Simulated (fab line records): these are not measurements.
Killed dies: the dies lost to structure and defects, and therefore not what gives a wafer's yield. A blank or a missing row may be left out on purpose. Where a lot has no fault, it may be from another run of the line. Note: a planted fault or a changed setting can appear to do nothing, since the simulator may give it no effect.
fab line records | flow sky130
record lots=6 | wafers=18 | last_day=49
route steps=708 shown SONOS_TUNNEL@160 SONOS_ONO@168 PAD_OPEN@708
lots with no fault: from the same line, run without faults
start_h: hours from the record's opening day to when the first of the lot's shown wafers began | wait_h: hours elapsed since this lot's preceding step | " repeats the value in the row above | L1.1+2: several wafers, shown together as one row | - value missing, or start not given | * or withheld: withheld | < > ~ a bound
route shown NAME@n: names a module that has steps shown in the file, with the first one's number in the route | usual: mean and standard deviation over wafers with no fault | same: alike in all rows | chamber/n: place in a boat | sites: the reading at each site | _std_site: standard deviation across them | _edge_site: the outer-site mean with the inner-site mean subtracted | radius_mm: for every site, how far away it sits from the centre of the wafer | mask NAME#n: copy n | behind: the last tool/chamber to shape the wafer | hold: cause of the lot's hold/its duration in hours/its outcome | device: the transistor (n, p or np) that didn't switch | end of line: tests of these same wafers at the route's end | a step without rows: its recipe alone | killed: dies that structure and defects cost at the first sort, which is not the same as the wafer's yield | map: the dies of a wafer, with x for killed, . for not killed, _ for no die there
set.NAME: setting as actually run; set.NAME@STEP: the setting as run at that earlier step | model.NAME: the simulator's own value behind a step, which no gauge read
lots at selected steps of the route; one table per step, one row per wafer
## steps
# step SKY_SONOS_TUNNEL_DEVELOP_06
# recipe resist=NOVOLAK | developer=TMAH | develop_time_s=60 | dev_temp_c=23
# step SKY_SONOS_TUNNEL_CD_MEAS_07
# recipe target_cd_nm=410
# usual cd_nm=410/3.1
lot.wafer | tool      | chamber | start_h | wait_h | cd_nm
L463.3    | cd_sem-02 | -       | 293.44  | 0.1    | 414
L463.4    | "         | -       | "       | "      | 415
L463.5    | "         | -       | "       | "      | 414
L466.3    | cd_sem-02 | -       | 309.58  | 0.1    | 408
L466.4    | "         | -       | "       | "      | 409
L466.5    | "         | -       | "       | "      | 411
L467.1    | cd_sem-01 | -       | 318.12  | 0.1    | 409
L467.4    | "         | -       | "       | "      | 408
L467.6    | "         | -       | "       | "      | 408
L468.2    | cd_sem-02 | -       | 327.99  | 0.1    | 410
L468.3    | "         | -       | "       | "      | 411
L468.5    | "         | -       | "       | "      | 410
L470.2    | cd_sem-02 | -       | 349.29  | 0.1    | 409
L470.5    | "         | -       | "       | "      | 408
L470.6    | "         | -       | "       | "      | 406
L477.2    | cd_sem-01 | -       | 402.27  | 0.1    | 412
L477.4    | "         | -       | "       | "      | 411
L477.5    | "         | -       | "       | "      | 410
# step SKY_SONOS_TUNNEL_OVL_MEAS_08
# usual SONOS_TUNNEL_OVL=-0.9/1.5
lot.wafer | tool       | chamber | start_h | wait_h | SONOS_TUNNEL_OVL[nm]
L463.3    | overlay-01 | -       | 293.53  | 0.1    | 0.5
L463.4    | "          | -       | "       | "      | 0.0
L463.5    | "          | -       | "       | "      | -0.7
L466.3    | overlay-01 | -       | 309.67  | 0.1    | -1.5
L466.4    | "          | -       | "       | "      | -0.7
L466.5    | "          | -       | "       | "      | 0.0
L467.1    | overlay-01 | -       | 318.24  | 0.1    | -1.4
L467.4    | "          | -       | "       | "      | -2.4
L467.6    | "          | -       | "       | "      | -1.0
L468.2    | overlay-02 | -       | 328.10  | 0.1    | 0.2
L468.3    | "          | -       | "       | "      | -0.2
L468.5    | "          | -       | "       | "      | 0.6
L470.2    | overlay-01 | -       | 349.40  | 0.1    | -2.5
L470.5    | "          | -       | "       | "      | -1.5
L470.6    | "          | -       | "       | "      | -0.1
L477.2    | overlay-02 | -       | 402.38  | 0.1    | 0.2
L477.4    | "          | -       | "       | "      | 0.3
L477.5    | "          | -       | "       | "      | 0.0
# step SKY_SONOS_TUNNEL_IMPLANT_09
# recipe species=B | energy_kev=20 | dose_cm2=1e+12 | tilt_deg=withheld
# step SKY_SONOS_TUNNEL_WET_ETCH_10
# recipe chemistry=dHF | target_depth_nm=14 | target=SiO2 | dilution=100:1 | temp_c=25 | time_s=280
# step SKY_SONOS_TUNNEL_STRIP_11
# recipe chemistry=SPM | time_s=600 | temp_c=130
# step SKY_SONOS_TUNNEL_TW_MEAS_12
# usual SONOS_TUNNEL_TW=197.8/1
lot.wafer | tool          | chamber | start_h | wait_h | SONOS_TUNNEL_TW
L463.3    | film_metro-01 | -       | 294.00  | 0.0    | 197.3
L463.4    | "             | -       | "       | "      | 197.0
L463.5    | "             | -       | "       | "      | 197.7
L466.3    | film_metro-04 | -       | 310.13  | 0.0    | 197.8
L466.4    | "             | -       | "       | "      | 198.0
L466.5    | "             | -       | "       | "      | 198.5
L467.1    | film_metro-04 | -       | 318.69  | 0.0    | 196.7
L467.4    | "             | -       | "       | "      | 196.6
L467.6    | "             | -       | "       | "      | 196.9
L468.2    | film_metro-04 | -       | 328.55  | 0.0    | 196.4
L468.3    | "             | -       | "       | "      | 196.9
L468.5    | "             | -       | "       | "      | 196.6
L470.2    | film_metro-01 | -       | 349.87  | 0.0    | 198.9
L470.5    | "             | -       | "       | "      | 198.7
L470.6    | "             | -       | "       | "      | 199.0
L477.2    | film_metro-03 | -       | 402.83  | 0.0    | 198.9
L477.4    | "             | -       | "       | "      | 198.1
L477.5    | "             | -       | "       | "      | 198.4
# step SKY_SONOS_TUNNEL_CLEAN_13
# recipe chemistry=dHF | time_s=20 | dilution=100:1 | dry=ipa_marangoni
# step SKY_SONOS_ONO_OXIDATION_00
# recipe temp_c=800 | ambient=O2 | idle_temp_c=700 | ramp_up_c_per_min=10 | ramp_down_c_per_min=3 | stabilise_s=600 | purge_s=300 | target_thk_a=26 | ox_time_s=1249
# step SKY_SONOS_ONO_THK_MEAS_01
# recipe reads=SiO2_of_SONOS_ONO_OXIDATION_00
# usual SONOS_ONO_OXIDATION_THK=2.59/0.049
lot.wafer | tool          | chamber | start_h | wait_h | SONOS_ONO_OXIDATION_THK[nm]
L463.3    | film_metro-03 | -       | 295.61  | 0.0    | 2.62
L463.4    | "             | -       | "       | "      | 2.59
L463.5    | "             | -       | "       | "      | 2.69
L466.3    | film_metro-03 | -       | 313.15  | 0.0    | 2.60
L466.4    | "             | -       | "       | "      | 2.52
L466.5    | "             | -       | "       | "      | 2.56
L467.1    | film_metro-03 | -       | 320.28  | 0.0    | 2.58
L467.4    | "             | -       | "       | "      | 2.61
L467.6    | "             | -       | "       | "      | 2.57
L468.2    | film_metro-03 | -       | 329.97  | 0.0    | 2.59
L468.3    | "             | -       | "       | "      | 2.62
L468.5    | "             | -       | "       | "      | 2.58
L470.2    | film_metro-04 | -       | 351.29  | 0.0    | 2.67
L470.5    | "             | -       | "       | "      | 2.62
L470.6    | "             | -       | "       | "      | 2.64
L477.2    | film_metro-04 | -       | 405.63  | 0.0    | 2.66
L477.4    | "             | -       | "       | "      | 2.67
L477.5    | "             | -       | "       | "      | 2.64
# step SKY_SONOS_ONO_CVD_02
# recipe material=Si3N4 | precursor=DCS/NH3 | target_thk_nm=10.5 | temp_c=770 | time_s=180 | pressure_mtorr=250
# step SKY_SONOS_ONO_THK_MEAS_03
# recipe reads=Si3N4_of_SONOS_ONO_CVD_02
# usual SONOS_ONO_CVD_02_THK=10.52/0.15
lot.wafer | tool          | chamber | start_h | wait_h | SONOS_ONO_CVD_02_THK[nm]
L463.3    | film_metro-03 | -       | 296.72  | 0.0    | 10.38
L463.4    | "             | -       | "       | "      | 10.32
L463.5    | "             | -       | "       | "      | 10.40
L466.3    | film_metro-02 | -       | 316.14  | 0.0    | 10.78
L466.4    | "             | -       | "       | "      | 10.78
L466.5    | "             | -       | "       | "      | 10.81
L467.1    | film_metro-04 | -       | 321.85  | 0.0    | 10.53
L467.4    | "             | -       | "       | "      | 10.44
L467.6    | "             | -       | "       | "      | 10.42
L468.2    | film_metro-04 | -       | 331.61  | 0.0    | 10.38
L468.3    | "             | -       | "       | "      | 10.36
L468.5    | "             | -       | "       | "      | 10.35
L470.2    | film_metro-02 | -       | 354.58  | 0.0    | 10.65
L470.5    | "             | -       | "       | "      | 10.46
L470.6    | "             | -       | "       | "      | 10.61
L477.2    | film_metro-04 | -       | 411.71  | 0.0    | 10.64
L477.4    | "             | -       | "       | "      | 10.73
L477.5    | "             | -       | "       | "      | 10.72
# step SKY_SONOS_ONO_CVD_04
# recipe material=SiO2 | precursor=SiH4/N2O | target_thk_nm=5.7199 | temp_c=900 | pressure_mtorr=400
# usual pressure_mtorr=400.1/0.66 | spike_tc_bottom_C=919.5/1.2
lot.wafer | tool     | chamber | start_h | wait_h | pressure_mtorr | spike_tc_bottom_C
L463.3    | lpcvd-03 | 0       | 296.76  | 0.0    | 400.1          | 918.8
L463.4    | "        | 0       | "       | "      | 401.7          | 921.5
L463.5    | "        | 0       | "       | "      | 400.4          | 920.7
L466.3    | lpcvd-03 | 1       | 316.18  | 0.0    | 400.4          | 919.1
L466.4    | "        | 1       | "       | "      | 400.5          | 918.3
L466.5    | "        | 1       | "       | "      | 400.0          | 919.4
L467.1    | lpcvd-03 | 1       | 321.91  | 0.1    | -              | -
L467.4    | "        | 1       | "       | "      | -              | -
L467.6    | "        | 1       | "       | "      | -              | -
L468.2    | lpcvd-03 | 0       | 331.66  | 0.0    | -              | -
L468.3    | "        | 0       | "       | "      | -              | -
L468.5    | "        | 0       | "       | "      | -              | -
L470.2    | lpcvd-03 | 1       | 354.63  | 0.0    | 399.5          | 920.0
L470.5    | "        | 1       | "       | "      | 400.2          | 917.7
L470.6    | "        | 1       | "       | "      | 399.6          | 919.8
L477.2    | lpcvd-03 | 1       | 411.76  | 0.0    | 399.3          | 919.5
L477.4    | "        | 1       | "       | "      | 400.0          | 919.2
L477.5    | "        | 1       | "       | "      | 399.8          | 917.8
# step SKY_PAD_OPEN_PROBE_99
# usual defect_limited_yield=82.4/1.8 | killed_at_M0_to_M3=43/6.5 | killed_at_M4_up=3.2/1.8 | killed_at_contacts=24/5.2 | killed_at_front_end=15/4 | killed_at_other=0.4/0.69 | killed_dies=86/8.7 | killed_open=47/7 | killed_short=39/5.7 | sort_bin_3_pad_short=0.9/0.43 | sort_bin_5_function=10.5/1.4 | sort_bin_6_memory=6.2/1.2 | sort_n_pass=406/8.7 | sort_yield_pct=82.4/1.8
# same gross_dies=492 | killed_at_back_side=0 | sort_bin_4_leakage[%]=0 | sort_bin_8_speed[%]=0
lot.wafer | tool      | chamber | start_h | wait_h | defect_limited_yield[%] | killed_at_M0_to_M3 | killed_at_M4_up | killed_at_contacts | killed_at_front_end | killed_at_other | killed_dies | killed_open | killed_short | sort_bin_3_pad_short[%] | sort_bin_5_function[%] | sort_bin_6_memory[%] | sort_n_pass | sort_yield_pct[%]
L463.3    | prober-01 | -       | 1112.61 | 0.2    | 82.1                    | 41                 | 0               | 30                 | 16                  | 1               | 88          | 43          | 44           | 1.0                     | 11.0                   | 5.9                  | 404         | 82.1
L463.4    | prober-01 | -       | 1112.66 | 0.2    | 82.9                    | 40                 | 1               | 30                 | 10                  | 3               | 84          | 41          | 41           | 1.4                     | 11.4                   | 4.3                  | 408         | 82.9
L463.5    | prober-01 | -       | 1112.71 | 0.2    | 82.5                    | 49                 | 0               | 23                 | 13                  | 1               | 86          | 47          | 38           | 0.8                     | 9.6                    | 7.1                  | 406         | 82.5
L466.3    | prober-02 | -       | 1126.62 | 0.2    | 81.9                    | 43                 | 2               | 23                 | 20                  | 1               | 89          | 56          | 32           | 0.6                     | 12.6                   | 4.9                  | 403         | 81.9
L466.4    | prober-02 | -       | 1126.67 | 0.2    | 79.9                    | 46                 | 3               | 27                 | 20                  | 3               | 99          | 60          | 37           | 0.8                     | 11.8                   | 7.5                  | 393         | 79.9
L466.5    | prober-02 | -       | 1126.72 | 0.2    | 80.7                    | 53                 | 9               | 16                 | 15                  | 2               | 95          | 51          | 42           | 0.8                     | 11.6                   | 6.9                  | 397         | 80.7
L470.2    | prober-02 | -       | 1146.32 | 0.1    | 83.5                    | 46                 | 1               | 13                 | 21                  | 0               | 81          | 42          | 38           | 0.4                     | 10.8                   | 5.3                  | 411         | 83.5
L470.5    | prober-02 | -       | 1146.47 | 0.2    | 82.3                    | 38                 | 7               | 24                 | 18                  | 0               | 87          | 44          | 43           | 1.4                     | 11.8                   | 4.5                  | 405         | 82.3
L470.6    | prober-02 | -       | 1146.52 | 0.2    | 83.5                    | 42                 | 2               | 22                 | 14                  | 1               | 81          | 50          | 31           | 0.2                     | 9.3                    | 6.9                  | 411         | 83.5
L477.2    | prober-01 | -       | 1182.37 | 0.1    | 81.5                    | 40                 | 4               | 24                 | 23                  | 0               | 91          | 48          | 43           | 1.0                     | 13.0                   | 4.5                  | 401         | 81.5
L477.4    | prober-01 | -       | 1182.47 | 0.2    | 82.3                    | 31                 | 2               | 32                 | 22                  | 0               | 87          | 43          | 44           | 1.4                     | 10.6                   | 5.7                  | 405         | 82.3
L477.5    | prober-01 | -       | 1182.52 | 0.2    | 83.9                    | 35                 | 0               | 36                 | 8                   | 0               | 79          | 49          | 30           | 1.2                     | 9.8                    | 5.1                  | 413         | 83.9
# killed by level:class
L463.3 LI_CONTACT:geometric_particle:open=8 VIA2:geometric_particle:open=7 CONTACT:geometric_particle:short=7 CONTACT:geometric_particle:open=7 METAL1:geometric_particle:short=6 VIA1:geometric_particle:open=6 METAL2:geometric_particle:short=6 FIELD_ISO:geometric_particle:short=4
L463.4 VIA2:geometric_particle:open=10 CONTACT:geometric_particle:open=9 CONTACT:geometric_particle:short=8 METAL2:geometric_particle:short=6 LI_CONTACT:geometric_particle:short=5 METAL1:geometric_particle:short=5 VIA1:geometric_particle:open=5 LOCAL_INTERCONNECT:geometric_particle:open=4
L463.5 VIA1:geometric_particle:open=11 CONTACT:geometric_particle:open=10 VIA1:geometric_particle:short=8 VIA2:geometric_particle:open=7 METAL1:geometric_particle:short=6 VIA3:geometric_particle:open=4 LI_CONTACT:geometric_particle:open=4 FIELD_ISO:geometric_particle:short=3
L466.3 CONTACT:geometric_particle:open=10 VIA1:geometric_particle:open=10 METAL1:geometric_particle:short=9 FIELD_ISO:geometric_particle:short=7 LI_CONTACT:geometric_particle:open=7 VIA3:geometric_particle:open=7 FIELD_ISO:geometric_particle:open=6 VIA2:geometric_particle:open=5
L466.4 LI_CONTACT:geometric_particle:open=12 CONTACT:geometric_particle:open=9 VIA3:geometric_particle:open=9 VIA1:geometric_particle:open=8 VIA2:geometric_particle:open=7 POLY_GATE:geometric_particle:open=6 METAL1:geometric_particle:short=6 METAL2:geometric_particle:short=6
L466.5 VIA1:geometric_particle:open=18 VIA1:geometric_particle:short=8 METAL4:geometric_particle:short=7 FIELD_ISO:geometric_particle:short=6 LI_CONTACT:geometric_particle:open=6 CONTACT:geometric_particle:open=6 VIA2:geometric_particle:open=6 METAL2:geometric_particle:short=5
L470.2 METAL1:geometric_particle:short=10 VIA3:geometric_particle:open=10 FIELD_ISO:geometric_particle:open=6 VIA1:geometric_particle:open=6 METAL2:geometric_particle:short=5 POLY_GATE:geometric_particle:open=4 POLY_GATE:geometric_particle:short=4 LI_CONTACT:geometric_particle:open=4
L470.5 VIA1:geometric_particle:short=8 LI_CONTACT:geometric_particle:open=8 VIA1:geometric_particle:open=8 POLY_GATE:geometric_particle:short=7 VIA3:geometric_particle:open=6 METAL1:geometric_particle:short=5 CONTACT:geometric_particle:short=4 CONTACT:geometric_particle:open=4
L470.6 VIA1:geometric_particle:open=12 VIA3:geometric_particle:open=7 LOCAL_INTERCONNECT:geometric_particle:short=6 CONTACT:geometric_particle:open=6 VIA2:geometric_particle:open=6 POLY_GATE:geometric_particle:short=4 LI_CONTACT:geometric_particle:open=4 METAL1:geometric_particle:short=4
L477.2 VIA1:geometric_particle:open=13 LI_CONTACT:geometric_particle:open=8 FIELD_ISO:geometric_particle:short=6 FIELD_ISO:geometric_particle:open=6 CONTACT:geometric_particle:open=6 VIA1:geometric_particle:short=6 POLY_GATE:geometric_particle:short=5 POLY_GATE:geometric_particle:open=5
L477.4 LI_CONTACT:geometric_particle:open=9 CONTACT:geometric_particle:open=9 FIELD_ISO:geometric_particle:short=8 METAL1:geometric_particle:short=6 VIA2:geometric_particle:open=6 LI_CONTACT:geometric_particle:short=5 LOCAL_INTERCONNECT:geometric_particle:short=5 VIA1:geometric_particle:short=5
L477.5 CONTACT:geometric_particle:open=15 CONTACT:geometric_particle:short=8 VIA2:geometric_particle:open=8 VIA3:geometric_particle:open=7 VIA1:geometric_particle:open=5 LI_CONTACT:geometric_particle:short=4 LI_CONTACT:geometric_particle:open=4 LOCAL_INTERCONNECT:geometric_particle:short=4
## key
first_sign step=SKY_SONOS_ONO_CVD_04 | reading=tool_record | direction=missing
effect none on later readings
met_at SKY_SONOS_ONO_CVD_04
struck_wafers L467.1,L467.4,L467.6,L468.2,L468.3,L468.5
scrapped_behind SKY_SONOS_ONO_THK_MEAS_05 L467.1,L467.4,L467.6,L468.2,L468.3,L468.5
onset_between 316.18 321.91
fault kind=skipped_step_whole | tool=lpcvd-03 | chamber=- | onset_h=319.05 | steps=SKY_SONOS_ONO_CVD_04 | scope=struck_lots_only
